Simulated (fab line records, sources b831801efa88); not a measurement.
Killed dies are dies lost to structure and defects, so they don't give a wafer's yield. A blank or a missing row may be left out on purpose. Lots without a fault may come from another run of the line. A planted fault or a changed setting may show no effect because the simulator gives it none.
A struck lot beside a sound one | flow sky130 | 27 steps out of a route of 708
Sound: wafers L978.2, L978.3, L978.5. Struck: wafers L966.1, L966.2, L966.3. The cause comes at the end.
At each step with rows: each side's tool, then ch and its chambers, then its first start. Under that, the readings that differ: sound wafers | struck wafers | difference of the means | sigmas: that difference in standard deviations of wafers without a fault.
alike: readings whose means differ by less than 2 such deviations, and words and numbers that are the same on both sides. not compared: withheld readings, readings that some wafer has no value for, bounds like >300 that may hide the same value, and numbers for which the record gives no deviation and whose values overlap.
The two part at a step that has a row with sigmas, a row that says differs or no value, or rows on one side only. Numbers that don't overlap but have no deviation are shown without sigmas and don't part them. A reading that every wafer of one side lacks parts them only if that side has two wafers or more.

first, 10 steps without rows for these wafers: SKY_LOCAL_INTERCONNECT_SOFTBAKE_07 (time 90 s); SKY_LOCAL_INTERCONNECT_EXPOSE_08 (exposes mask LI1M, target cd 170 nm); SKY_LOCAL_INTERCONNECT_PEB_09; SKY_LOCAL_INTERCONNECT_DEVELOP_10 (develop time 60 s); SKY_LOCAL_INTERCONNECT_ETCH_13 (etches BARC in N2/H2, stops on SiO2, time 45.9 s, target depth 60 nm); SKY_LOCAL_INTERCONNECT_METAL_ETCH_14 (etches TiN in Cl2/BCl3, stops on PSG, target depth 110 nm, time 31.4 s); SKY_LOCAL_INTERCONNECT_STRIP_15 (strips in O2/N2); SKY_LOCAL_INTERCONNECT_STRIP_16 (strips in post etch residue remover, time 1200 s); SKY_LOCAL_INTERCONNECT_CLEAN_17 (cleans in IPA, time 180 s); SKY_LOCAL_INTERCONNECT_CLEAN_18 (cleans in O3/DIW).
SKY_CONTACT_CVD_00: deposits Si3N4, target thk 75 nm.
  sound on pecvd-01 ch 0,2, day 36 08:29; struck on pecvd-04 ch 0,1,2, day 32 21:00
  alike: heater_power_w, rf_fwd_power_W
SKY_CONTACT_THK_MEAS_01:
  sound on film_metro-03, day 36 08:32; struck on film_metro-04, day 32 21:34
  reading                 | sound          | struck            | difference | sigmas
  CONTACT_CVD_00_THK (nm) | 74.3 73.4 74.9 | 149.1 148.8 147.9 | +74.4      | +84
then, 12 steps without rows for these wafers: SKY_CONTACT_HDPCVD_02 (deposits SiO2, target thk 565 nm, time 94.2 s); SKY_CONTACT_CMP_04 (polishes SiO2); SKY_CONTACT_DEHYDRATE_06 (time 60 s); SKY_CONTACT_HMDS_07 (prime time 60 s); SKY_CONTACT_COAT_08 (resist thk 60 nm); SKY_CONTACT_COAT_09 (resist thk 450 nm); SKY_CONTACT_SOFTBAKE_10 (time 90 s); SKY_CONTACT_EXPOSE_11 (exposes mask CTM1, target cd 170 nm); SKY_CONTACT_PEB_12; SKY_CONTACT_DEVELOP_13 (develop time 60 s); SKY_CONTACT_ETCH_16 (etches BARC in N2/H2, stops on SiO2, time 45.9 s, target depth 60 nm); SKY_CONTACT_ETCH_17 (etches SiO2 in C4F8/O2/Ar, stops on Si3N4, target depth 340 nm).
SKY_CONTACT_ETCH_18: etches Si3N4 in CHF3/O2, stops on TiN, time 39 s, target depth 75 nm.
  sound on rie_diel-01 ch 0,2; struck on rie_diel-02 ch 0,2,3
  reading                  | sound             | struck            | difference | sigmas
  oes_product_au (a.u.)    | 0.847 0.849 0.854 | 0.991 1.019 1.008 | +0.156     | +22
  throttle_valve_pct (%)   | 8.800 8.786 8.771 | 8.816 8.815 8.833 | +0.036     | +4
  model.etch.depth_nm (nm) | 74.26 73.39 74.99 | 96.73 99.9 98.64  | +24.21     |
  alike: drypump_motor_current_A, rf_fwd_power_W
  not compared: rf_hours_counter_h
then, 1 step without rows for these wafers: SKY_CONTACT_STRIP_19 (strips in O2/N2).
-- the record jumps here: 15 days lie between the struck wafers' starts before and after (it left off in module CONTACT and takes up again in module PAD_OPEN, whose first step shown is number 708 of the route) --
SKY_PAD_OPEN_PROBE_99:
  sound on prober-02, day 50 03:35; struck on prober-01, day 47 16:34
  reading            | sound    | struck      | difference | sigmas
  killed_at_contacts | 23 28 14 | 422 431 431 | +406       | +83
  killed_dies        | 84 92 81 | 492 492 492 | +406       | +42
  killed_on_rim      | 14 16 10 | 96 96 96    | +83        | +23
  alike: killed_at_M0_to_M3, killed_at_M4_up, killed_at_front_end, killed_at_other, killed_open, killed_short

WHERE THEY PART
First at SKY_CONTACT_THK_MEAS_01; last, within this record, at SKY_PAD_OPEN_PROBE_99.

WHY: what the simulator had put in
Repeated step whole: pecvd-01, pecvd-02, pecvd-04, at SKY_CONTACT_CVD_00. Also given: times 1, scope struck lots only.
